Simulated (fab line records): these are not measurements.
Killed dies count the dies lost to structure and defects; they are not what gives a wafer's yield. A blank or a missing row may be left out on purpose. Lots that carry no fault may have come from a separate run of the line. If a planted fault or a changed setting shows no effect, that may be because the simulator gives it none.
A sampling plan put to the test    flow sky130    one fab line, 39 faults that these records tell of, each judged on the records of the lots that it struck
Plan = the line's own looks (route steps where a gauge or an inspection reads the wafer without altering it). Where struck wafers have a number at a look and the file lists that look's usual mean and standard deviation on fault-free wafers, the look can be judged. Caught: a look later than the fault's first step finds the struck wafers' mean 4 or more of those standard deviations (sigma) from the usual mean. On the tool: here the same test is run on the tool's own readings at the fault's steps. A different recipe on the struck wafers counts as caught too, as does a record blank only for those wafers.

== THE FAULTS, as the simulator had put them in ==
1. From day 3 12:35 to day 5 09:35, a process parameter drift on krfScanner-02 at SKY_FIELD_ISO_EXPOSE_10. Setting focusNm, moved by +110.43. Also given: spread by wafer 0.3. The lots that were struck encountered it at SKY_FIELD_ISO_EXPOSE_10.
2. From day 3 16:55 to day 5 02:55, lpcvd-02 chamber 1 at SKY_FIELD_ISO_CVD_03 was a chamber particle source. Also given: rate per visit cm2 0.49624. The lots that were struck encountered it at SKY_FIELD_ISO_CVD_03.
3. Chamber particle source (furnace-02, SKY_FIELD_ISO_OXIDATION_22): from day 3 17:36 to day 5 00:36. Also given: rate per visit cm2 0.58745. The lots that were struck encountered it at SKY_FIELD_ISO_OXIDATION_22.
4. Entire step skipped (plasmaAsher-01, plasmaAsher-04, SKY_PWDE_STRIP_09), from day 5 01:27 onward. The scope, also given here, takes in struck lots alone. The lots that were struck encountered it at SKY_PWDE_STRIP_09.
5. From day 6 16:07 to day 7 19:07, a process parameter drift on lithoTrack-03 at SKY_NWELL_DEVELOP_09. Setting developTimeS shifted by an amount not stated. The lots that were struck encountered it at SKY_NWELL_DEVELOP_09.
6. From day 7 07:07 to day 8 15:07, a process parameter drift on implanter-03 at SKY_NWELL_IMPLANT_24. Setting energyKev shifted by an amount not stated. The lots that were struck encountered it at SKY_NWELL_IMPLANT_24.
7. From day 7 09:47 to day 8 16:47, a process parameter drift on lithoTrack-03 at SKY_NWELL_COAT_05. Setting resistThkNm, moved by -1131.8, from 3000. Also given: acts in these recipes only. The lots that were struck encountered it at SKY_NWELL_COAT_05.
8. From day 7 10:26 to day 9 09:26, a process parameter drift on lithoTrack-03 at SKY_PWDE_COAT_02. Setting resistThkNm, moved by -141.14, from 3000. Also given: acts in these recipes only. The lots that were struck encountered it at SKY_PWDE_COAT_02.
9. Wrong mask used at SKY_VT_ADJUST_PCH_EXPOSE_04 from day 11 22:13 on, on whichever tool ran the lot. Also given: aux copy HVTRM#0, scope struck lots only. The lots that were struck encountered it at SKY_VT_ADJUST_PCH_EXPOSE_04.
10. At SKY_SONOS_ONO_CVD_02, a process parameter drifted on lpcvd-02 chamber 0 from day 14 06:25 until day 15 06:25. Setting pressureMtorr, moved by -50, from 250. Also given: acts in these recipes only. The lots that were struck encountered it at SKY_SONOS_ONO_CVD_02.
11. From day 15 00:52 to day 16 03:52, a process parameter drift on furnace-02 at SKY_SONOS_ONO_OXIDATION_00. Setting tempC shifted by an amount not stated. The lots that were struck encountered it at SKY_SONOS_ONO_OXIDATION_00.
12. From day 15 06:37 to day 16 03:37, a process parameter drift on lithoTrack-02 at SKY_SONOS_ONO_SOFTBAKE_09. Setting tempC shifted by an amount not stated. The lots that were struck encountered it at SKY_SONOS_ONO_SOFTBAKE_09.
13. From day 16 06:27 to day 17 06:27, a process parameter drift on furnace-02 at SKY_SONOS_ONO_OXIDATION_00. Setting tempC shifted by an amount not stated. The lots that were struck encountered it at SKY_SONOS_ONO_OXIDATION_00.
14. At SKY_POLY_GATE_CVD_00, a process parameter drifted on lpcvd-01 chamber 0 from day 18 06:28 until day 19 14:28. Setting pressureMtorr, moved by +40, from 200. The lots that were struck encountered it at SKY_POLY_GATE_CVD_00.
15. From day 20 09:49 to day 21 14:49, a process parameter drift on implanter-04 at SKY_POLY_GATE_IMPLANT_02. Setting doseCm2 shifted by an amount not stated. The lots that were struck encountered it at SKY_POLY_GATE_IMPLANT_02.
16. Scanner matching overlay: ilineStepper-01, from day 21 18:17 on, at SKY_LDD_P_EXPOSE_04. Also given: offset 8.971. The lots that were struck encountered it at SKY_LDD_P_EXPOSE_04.
17. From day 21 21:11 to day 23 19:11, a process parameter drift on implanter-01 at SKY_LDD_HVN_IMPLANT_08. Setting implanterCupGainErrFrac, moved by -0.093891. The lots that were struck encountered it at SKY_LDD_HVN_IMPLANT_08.
18. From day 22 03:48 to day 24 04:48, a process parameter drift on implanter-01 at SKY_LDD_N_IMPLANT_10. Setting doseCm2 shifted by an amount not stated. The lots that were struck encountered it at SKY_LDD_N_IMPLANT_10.
19. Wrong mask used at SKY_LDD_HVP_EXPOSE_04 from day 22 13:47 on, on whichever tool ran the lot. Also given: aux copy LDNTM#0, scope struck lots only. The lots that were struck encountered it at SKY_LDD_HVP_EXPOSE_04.
20. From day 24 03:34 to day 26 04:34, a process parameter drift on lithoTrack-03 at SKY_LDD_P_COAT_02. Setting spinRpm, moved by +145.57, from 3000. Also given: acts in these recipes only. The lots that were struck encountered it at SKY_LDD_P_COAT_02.
21. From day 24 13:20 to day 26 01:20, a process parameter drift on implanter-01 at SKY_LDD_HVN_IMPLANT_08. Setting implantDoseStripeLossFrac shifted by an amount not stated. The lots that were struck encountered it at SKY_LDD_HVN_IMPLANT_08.
22. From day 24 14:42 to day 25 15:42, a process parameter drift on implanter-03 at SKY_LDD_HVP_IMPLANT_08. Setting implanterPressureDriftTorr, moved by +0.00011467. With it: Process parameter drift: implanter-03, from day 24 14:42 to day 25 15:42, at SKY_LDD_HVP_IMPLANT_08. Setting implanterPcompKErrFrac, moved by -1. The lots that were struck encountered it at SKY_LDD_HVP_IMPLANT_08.
23. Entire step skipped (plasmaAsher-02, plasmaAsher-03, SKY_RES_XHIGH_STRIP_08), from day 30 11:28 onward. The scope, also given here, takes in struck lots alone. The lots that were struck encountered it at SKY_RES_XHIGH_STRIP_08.
24. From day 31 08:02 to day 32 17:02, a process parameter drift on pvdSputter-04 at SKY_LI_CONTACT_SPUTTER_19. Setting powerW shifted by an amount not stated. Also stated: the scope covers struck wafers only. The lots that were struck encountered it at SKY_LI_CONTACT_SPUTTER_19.
25. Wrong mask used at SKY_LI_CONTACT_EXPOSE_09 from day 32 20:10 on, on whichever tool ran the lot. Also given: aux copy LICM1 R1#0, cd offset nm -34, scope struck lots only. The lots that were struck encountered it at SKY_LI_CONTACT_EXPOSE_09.
26. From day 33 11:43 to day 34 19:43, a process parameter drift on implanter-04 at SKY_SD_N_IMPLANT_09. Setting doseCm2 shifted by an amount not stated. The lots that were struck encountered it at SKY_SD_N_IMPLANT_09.
27. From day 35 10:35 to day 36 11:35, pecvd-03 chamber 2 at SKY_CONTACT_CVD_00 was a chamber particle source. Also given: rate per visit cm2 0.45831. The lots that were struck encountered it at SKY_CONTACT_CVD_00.
28. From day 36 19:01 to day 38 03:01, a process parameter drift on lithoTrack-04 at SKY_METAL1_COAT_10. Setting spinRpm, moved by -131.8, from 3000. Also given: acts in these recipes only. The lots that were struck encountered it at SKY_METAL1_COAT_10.
29. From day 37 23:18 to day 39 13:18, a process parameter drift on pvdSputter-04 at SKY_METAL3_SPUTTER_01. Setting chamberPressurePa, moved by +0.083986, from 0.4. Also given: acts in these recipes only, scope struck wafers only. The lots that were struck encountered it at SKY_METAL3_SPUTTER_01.
30. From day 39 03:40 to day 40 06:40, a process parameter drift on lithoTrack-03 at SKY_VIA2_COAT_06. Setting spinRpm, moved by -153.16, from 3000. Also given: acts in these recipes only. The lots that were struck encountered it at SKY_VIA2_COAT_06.
31. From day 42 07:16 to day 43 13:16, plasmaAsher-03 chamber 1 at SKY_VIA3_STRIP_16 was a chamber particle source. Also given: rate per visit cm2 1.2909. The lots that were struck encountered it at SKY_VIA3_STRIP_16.
32. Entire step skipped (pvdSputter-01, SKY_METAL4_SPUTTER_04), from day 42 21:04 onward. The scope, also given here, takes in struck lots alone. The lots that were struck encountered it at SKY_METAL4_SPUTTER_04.
33. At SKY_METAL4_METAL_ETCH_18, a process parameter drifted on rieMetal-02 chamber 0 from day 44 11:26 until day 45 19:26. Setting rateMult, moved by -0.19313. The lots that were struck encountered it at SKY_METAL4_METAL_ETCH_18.
34. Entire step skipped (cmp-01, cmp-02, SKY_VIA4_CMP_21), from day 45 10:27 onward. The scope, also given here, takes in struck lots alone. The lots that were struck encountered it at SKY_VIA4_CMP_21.
35. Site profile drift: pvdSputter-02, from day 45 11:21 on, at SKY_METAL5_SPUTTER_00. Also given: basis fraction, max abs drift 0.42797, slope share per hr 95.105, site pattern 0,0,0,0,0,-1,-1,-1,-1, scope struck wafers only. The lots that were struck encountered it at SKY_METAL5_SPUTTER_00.
36. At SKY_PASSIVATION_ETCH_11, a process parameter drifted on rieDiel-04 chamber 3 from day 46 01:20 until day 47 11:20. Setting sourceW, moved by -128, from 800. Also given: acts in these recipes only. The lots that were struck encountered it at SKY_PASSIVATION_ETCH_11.
37. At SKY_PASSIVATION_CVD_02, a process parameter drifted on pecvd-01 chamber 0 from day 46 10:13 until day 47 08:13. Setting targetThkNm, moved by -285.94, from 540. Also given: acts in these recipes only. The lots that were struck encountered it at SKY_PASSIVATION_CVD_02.
38. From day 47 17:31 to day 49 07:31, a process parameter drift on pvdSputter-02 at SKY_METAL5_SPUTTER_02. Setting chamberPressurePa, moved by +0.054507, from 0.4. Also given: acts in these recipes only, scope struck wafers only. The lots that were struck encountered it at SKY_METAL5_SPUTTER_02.
39. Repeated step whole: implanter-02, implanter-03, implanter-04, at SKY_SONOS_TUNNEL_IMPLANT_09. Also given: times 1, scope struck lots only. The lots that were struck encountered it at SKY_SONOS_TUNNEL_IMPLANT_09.

== WHAT THE PLAN SAW ==
fault  on the tool itself                                first look that catches it                       reading, sigma                                            median hours from its first step to that look  hours from the fault's start to the first struck lot there  judged looks passed uncaught
1      exposureDoseMJCm2 -6.1 sigma                      not the one look that can be judged after it     strongest: cdNm at SKY_FIELD_ISO_CD_MEAS_13, -2.7         -                                              -                                                           1
2      under 2 sigma                                     not the one look that can be judged after it     -                                                         -                                              -                                                           1
3      under 2 sigma                                     no look after it can be judged                   -                                                         -                                              -                                                           0
4      the tool's record is blank for the struck wafers  SKY_NWELL_TW_MEAS_15                             NWELL_TW -99 or beyond                                    19.3                                           23                                                          0
5      under 2 sigma                                     SKY_NWELL_TW_MEAS_15                             NWELL_TW -4.4                                             0.9                                            3                                                           0
6      beamEnergyKeV +57 sigma                           no look after it can be judged                   -                                                         -                                              -                                                           0
7      no reading that can be judged                     none of the 2 looks that can be judged after it  -                                                         -                                              -                                                           2
8      no reading that can be judged                     none of the 2 looks that can be judged after it  -                                                         -                                              -                                                           2
9      no reading that can be judged                     SKY_VT_ADJUST_PCH_TW_MEAS_10                     VT_ADJUST_PCH_TW -75                                      12.7                                           20                                                          0
10     pressureMtorr -97 sigma                           SKY_SONOS_ONO_THK_MEAS_03                        SONOS_ONO_CVD_02_THK -4.7                                 1.1                                            14                                                          0
11     tubeCenterTempC -99 or beyond sigma               SKY_SONOS_ONO_THK_MEAS_01                        SONOS_ONO_OXIDATION_THK -8.4                              1.4                                            9                                                           0
12     heaterPowerTotalW +89 sigma                       none of the 2 looks that can be judged after it  -                                                         -                                              -                                                           2
13     tubeCenterTempC -99 or beyond sigma               SKY_SONOS_ONO_THK_MEAS_01                        SONOS_ONO_OXIDATION_THK -7.5                              1.4                                            16                                                          0
14     pressureMtorr +99 or beyond sigma                 SKY_POLY_GATE_THK_MEAS_01                        POLY_GATE_CVD_00_THK +9.4                                 1.2                                            5                                                           0
15     doseIonsCm2 -99 or beyond sigma                   SKY_RES_PROTECT_TW_MEAS_08                       POLY_GATE_TW -6.8                                         0.2                                            15                                                          0
16     no reading that can be judged                     SKY_LDD_P_OVL_MEAS_08                            LDD_P_OVL +7.3                                            16.0                                           20                                                          0
17     beamOnS +4.8 sigma                                not the one look that can be judged after it     strongest: LDD_HVN_TW at SKY_LDD_HVN_TW_MEAS_10, +2.8     -                                              -                                                           1
18     doseIonsCm2 -99 or beyond sigma                   not the one look that can be judged after it     -                                                         -                                              -                                                           1
19     under 2 sigma                                     SKY_LDD_HVP_TW_MEAS_10                           LDD_HVP_TW -78                                            14.7                                           16                                                          0
20     spinSpeedRpm +69 sigma                            none of the 2 looks that can be judged after it  -                                                         -                                              -                                                           2
21     no reading that can be judged                     none of the 5 looks that can be judged after it  -                                                         -                                              -                                                           5
22     endStationPressureTorr +99 or beyond sigma        SKY_LDD_HVP_TW_MEAS_10                           LDD_HVP_TW +5.1                                           0.2                                            9                                                           0
23     the tool's record is blank for the struck wafers  SKY_SD_N_TW_MEAS_12                              SD_N_TW -99 or beyond                                     27.4                                           36                                                          0
24     cathodeDcPowerW +99 or beyond sigma               no look after it can be judged                   -                                                         -                                              -                                                           0
25     under 2 sigma                                     SKY_LI_CONTACT_CD_MEAS_12                        cdNm -18                                                  12.8                                           18                                                          0
26     doseIonsCm2 -99 or beyond sigma                   SKY_SD_N_TW_MEAS_12                              SD_N_TW -15                                               0.4                                            6                                                           0
27     under 2 sigma                                     none of the 2 looks that can be judged after it  -                                                         -                                              -                                                           2
28     spinSpeedRpm -62 sigma                            none of the 2 looks that can be judged after it  -                                                         -                                              -                                                           2
29     chamberPressurePa +99 or beyond sigma             no look after it can be judged                   -                                                         -                                              -                                                           0
30     spinSpeedRpm -76 sigma                            not the one look that can be judged after it     -                                                         -                                              -                                                           1
31     under 2 sigma                                     no look after it can be judged                   -                                                         -                                              -                                                           0
32     the tool's record is blank for the struck wafers  no look after it can be judged                   -                                                         -                                              -                                                           0
33     under 2 sigma                                     no look after it can be judged                   -                                                         -                                              -                                                           0
34     no reading that can be judged                     no look after it can be judged                   -                                                         -                                              -                                                           0
35     under 2 sigma                                     none of the 4 looks that can be judged after it  -                                                         -                                              -                                                           4
36     rfFwdPowerW -50 sigma                             no look after it can be judged                   -                                                         -                                              -                                                           0
37     under 2 sigma                                     SKY_PASSIVATION_THK_MEAS_03                      PASSIVATION_CVD_02_THK -45                                0.2                                            1                                                           0
38     chamberPressurePa +72 sigma                       not the one look that can be judged after it     strongest: METAL5_ALCU_RS at SKY_METAL5_RS_MEAS_05, +3.5  -                                              -                                                           1
39     no reading that can be judged                     SKY_SONOS_TUNNEL_TW_MEAS_12                      SONOS_TUNNEL_TW +21                                       0.7                                            -                                                           0
A dash: this means the fault isn't caught or the number doesn't appear in these records.

Caught at a look: 16 of 39. Caught on the tool: 22 of 39. By one or the other: 29 of 39.
Caught on the tool alone: faults 1, 6, 12, 17, 18, 20, 24, 28, 29, 30, 32, 36, 38.
Caught at a look alone: faults 5, 9, 16, 19, 25, 37, 39.
Caught by neither: faults 2, 3, 7, 8, 21, 27, 31, 33, 34, 35.

== THINNER SAMPLING ==
Were the look that catches a fault to measure just every second or every third lot (counted by lot number), the first struck lot would, at worst, be measured this late:
fault  struck lots at that look, in order of time  every lot  every second lot  every third lot
4      L788, L789, L790                            23 h       34 h              37 h
5      L633, L634                                  3 h        5 h               may miss all 2
9      L587                                        20 h       may miss it       may miss it
10     L936                                        14 h       may miss it       may miss it
11     L598, L599                                  9 h        16 h              may miss all 2
13     L357, L358                                  16 h       23 h              may miss all 2
14     L644, L645, L646                            5 h        12 h              23 h
15     L991, L992, L993                            15 h       23 h              26 h
16     L355, L357                                  20 h       may miss all 2    may miss all 2
19     L237                                        16 h       may miss it       may miss it
22     L666, L665                                  9 h        12 h              may miss all 2
23     L306, L307                                  36 h       47 h              may miss all 2
25     L294                                        18 h       may miss it       may miss it
26     L906, L907                                  6 h        21 h              may miss all 2
37     L499, L500                                  1 h        12 h              may miss all 2
Hours are from the fault's start to the first struck lot that is measured. The test against the limit of 4 sigma pooled every struck wafer, which means one lot taken alone may stay below that limit. Other struck lots may not be in these records.

== THE LONGEST TIMED WAY FROM STEP TO LOOK ==
For fault 23, SKY_RES_XHIGH_STRIP_08 and SKY_SD_N_TW_MEAS_12 are separated by a median of 27.4 hours. No look between them can be judged.
